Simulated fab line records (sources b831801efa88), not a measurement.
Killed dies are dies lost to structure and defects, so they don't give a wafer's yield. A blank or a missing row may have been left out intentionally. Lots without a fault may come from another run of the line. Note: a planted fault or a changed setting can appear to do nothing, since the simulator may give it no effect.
Struck lot and sound lot, side by side -- flow sky130 -- 43 steps out of a route of 708
Sound: the wafers L674.1, L674.3, L674.5. Struck: wafer L685.3 (L685.4, L685.5, from the same lot, were not struck and are left out); the cause is given at the end.
For every step that has rows: the tool of each side, followed by ch and its chambers, followed by its first start. Under that, the readings that differ: sound wafers -- struck wafers -- difference of the means -- sigmas: that difference in standard deviations of wafers without a fault.
alike: same words and numbers on both sides, and readings whose means sit less than 2 such deviations apart. not compared: any withheld reading, any reading some wafer has no value for, any bound like >300 that may hide the same value, and any number with overlapping values for which the record gives no deviation.
The two part at a step that has a row with sigmas, a row that says differs or no value, or rows on one side only. Non-overlapping numbers with no deviation appear without sigmas and do not part them. A reading missing from all wafers of one side parts the sides only when that side holds two or more wafers.

first, 1 step without rows for these wafers: SKY_METAL1_DEVELOP_14 (develop time 60 s).
SKY_METAL1_CD_MEAS_15: target cd 140 nm.
  sound on cdSem-01 at day 35 04:41; struck on cdSem-02 at day 37 22:38
  alike: cdNm
SKY_METAL1_OVL_MEAS_16:
  sound on overlay-01 at day 35 04:49; struck on overlay-01 at day 37 22:44
  alike: METAL1_OVL
SKY_METAL1_DESCUM_17: chemistry O2, time 8 s.
  sound on rieMetal-01 ch 0, day 35 04:51; struck on rieMetal-04 ch 1, day 37 22:46
reading,sound,struck,difference,sigmas
oesProductAu (a.u.),1.009 1.015 1.011,0.979,-0.033,-3
  alike: drypumpMotorCurrentA
  not compared: rfHoursCounterH
then, 2 steps without rows for these wafers: SKY_METAL1_ETCH_18 (etches BARC in N2/H2, stops on SiO2, time 45.9 s, target depth 60 nm); SKY_METAL1_METAL_ETCH_19 (etches the open film in Cl2/BCl3, stops on SiO2, target depth 360 nm, time 78 s).
SKY_METAL1_STRIP_20: strips in O2/N2.
  sound on plasmaAsher-04 ch 1, day 35 05:02; struck on plasmaAsher-04 ch 1, day 37 22:58
reading,sound,struck,difference,sigmas
oesProductAu (a.u.),0.350 0.342 0.333,0.354,+0.012,+2
stripTimeToEndpointS (s),2.66 2.68 2.69,2.81,+0.13,+2
  alike: drypumpMotorCurrentA
  not compared: rfHoursCounterH
then, 4 steps without rows for these wafers: SKY_METAL1_STRIP_21 (strips in post etch residue remover, time 1200 s); SKY_METAL1_CLEAN_22 (cleans in IPA, time 180 s); SKY_METAL1_CLEAN_23 (cleans in O3/DIW); SKY_VIA1_HDPCVD_00 (deposits SiO2, target thk 1030 nm, time 171.7 s).
SKY_VIA1_THK_MEAS_01:
  sound on filmMetro-04 at day 35 05:45; struck on filmMetro-04 at day 37 23:40
reading,sound,struck,difference,sigmas
VIA1_HDPCVD_THK (nm),1040 1035 1034,1011,-25,-3
SKY_VIA1_CMP_02: polishes SiO2.
  sound on cmp-01 ch 0,1,2, day 35 05:52; struck on cmp-02 ch 2, day 37 23:57
reading,sound,struck,difference,sigmas
model.SiO2_of_VIA1_HDPCVD_00.thkNm (nm),343.5 344.8 345.3,312.5,-32.0,
  alike: motorCurrentA, slurryFlowMlMin
SKY_VIA1_BOW_MEAS_03:
  sound on filmMetro-01 at day 35 06:07; struck on filmMetro-01 at day 38 00:13
  alike: VIA1_BOW
then, 8 steps without rows for these wafers: SKY_VIA1_DEHYDRATE_04 (time 60 s); SKY_VIA1_HMDS_05 (prime time 60 s); SKY_VIA1_COAT_06 (resist thk 60 nm); SKY_VIA1_COAT_07 (resist thk 450 nm); SKY_VIA1_SOFTBAKE_08 (time 90 s); SKY_VIA1_EXPOSE_09 (exposes mask VIM, target cd 150 nm); SKY_VIA1_PEB_10; SKY_VIA1_DEVELOP_11 (develop time 60 s).
SKY_VIA1_CD_MEAS_12: target cd 150 nm.
  sound on cdSem-02 at day 36 08:47; struck on cdSem-01 at day 39 00:59
reading,sound,struck,difference,sigmas
cdNm (nm),150.8 152.2 150.7,147.7,-3.5,-2
SKY_VIA1_OVL_MEAS_13:
  sound on overlay-02 at day 36 08:55; struck on overlay-01 at day 39 01:05
reading,sound,struck,difference,sigmas
VIA1_OVL (nm),4 5 4,-9,-13,-3
then, 1 step without rows for these wafers: SKY_VIA1_ETCH_14 (etches BARC in N2/H2, stops on SiO2, time 45.9 s, target depth 60 nm).
SKY_VIA1_ETCH_15: etches SiO2 in C4F8/O2/Ar, stops on TiN, target depth 351 nm, time 54 s.
  sound on rieDiel-04 ch 1,3, day 36 08:59; struck on rieDiel-04 ch 0, day 39 01:09
reading,sound,struck,difference,sigmas
oesProductAu (a.u.),0.983 0.976 0.979,0.925,-0.054,-10
model.VIA1.featureDepthNm (nm),343.5 344.8 345.3,312.5,-32.0,
model.etch.depthNm (nm),343.5 344.8 345.3,312.5,-32.0,
  not compared: rfHoursCounterH
then, 6 steps without rows for these wafers: SKY_VIA1_STRIP_16 (strips in O2/N2); SKY_VIA1_STRIP_17 (strips in post etch residue remover, time 1200 s); SKY_VIA1_CLEAN_18 (cleans in IPA, time 180 s); SKY_VIA1_CLEAN_19 (cleans in O3/DIW); SKY_VIA1_SPUTTER_20 (material TiN, target thk 20 nm, time 80 s); SKY_VIA1_CVD_21 (deposits W, target thk 270 nm, time 80.902 s).
SKY_VIA1_RS_MEAS_22: the measuring method here is four-point-probe.
  sound on filmMetro-01 at day 36 09:49; struck on filmMetro-01 at day 39 02:01
  alike: VIA1_W_RS
SKY_VIA1_THK_MEAS_23: measures by xrf.
  sound on filmMetro-01 at day 36 09:56; struck on filmMetro-01 at day 39 02:07
  alike: VIA1_W_THK
SKY_VIA1_CMP_24: polishes, stops on SiO2, t overpolish 15 s, target thk 0 nm.
  sound on cmp-01 ch 0,1, day 36 10:16; struck on cmp-02 ch 1, day 39 02:22
  alike: motorCurrentA, slurryFlowMlMin
then, 3 steps without rows for these wafers: SKY_METAL2_SPUTTER_00 (material Ti, target thk 15 nm, time 10 s); SKY_METAL2_SPUTTER_01 (material TiN, target thk 20 nm, time 16.7 s); SKY_METAL2_SPUTTER_02 (material AlCu, target thk 250 nm, time 13.3 s).
SKY_METAL2_SPUTTER_03: material Ti, target thk 5 nm, time 3.3 s.
  sound on pvdSputter-04 at day 36 10:36; struck on pvdSputter-04 at day 39 02:41
  alike: cathodeDcPowerW, throttleValvePct
SKY_METAL2_SPUTTER_04: material TiN, target thk 70 nm, time 58.3 s.
  sound on pvdSputter-04 at day 36 10:37; struck on pvdSputter-04 at day 39 02:43
  alike: cathodeDcPowerW, throttleValvePct
SKY_METAL2_RS_MEAS_05: the measuring method here is four-point-probe.
  sound on filmMetro-01 at day 36 10:40; struck on filmMetro-03 at day 39 02:48
reading,sound,struck,difference,sigmas
METAL2_ALCU_RS (ohm/sq),0.1255 0.1253 0.1249,0.1294,+0.0042,+2
SKY_METAL2_THK_MEAS_06: measures by xrf.
  sound on filmMetro-01 at day 36 10:47; struck on filmMetro-03 at day 39 02:54
  alike: METAL2_ALCU_THK
SKY_METAL2_METAL_ETCH_19: etches the open film in Cl2/BCl3, stops on SiO2, target depth 360 nm, time 78 s.
  sound on rieMetal-02 ch 1, day 37 14:20; struck on rieMetal-02 ch 1, day 40 04:32
reading,sound,struck,difference,sigmas
model.SiO2_of_VIA1_HDPCVD_00.thkNm (nm),329.4 330.7 331.1,298.5,-31.9,
  alike: bcl3FlowSccm, drypumpMotorCurrentA, mfcCl2Sccm, oesProductAu, throttleValvePct
  not compared: rfHoursCounterH

== WHERE THEY PART ==
Earliest at SKY_METAL1_DESCUM_17; latest, in this record, at SKY_METAL2_RS_MEAS_05. Later steps at which nothing parts them and some readings are alike: SKY_METAL2_THK_MEAS_06, SKY_METAL2_METAL_ETCH_19.

WHY: what the simulator had put in
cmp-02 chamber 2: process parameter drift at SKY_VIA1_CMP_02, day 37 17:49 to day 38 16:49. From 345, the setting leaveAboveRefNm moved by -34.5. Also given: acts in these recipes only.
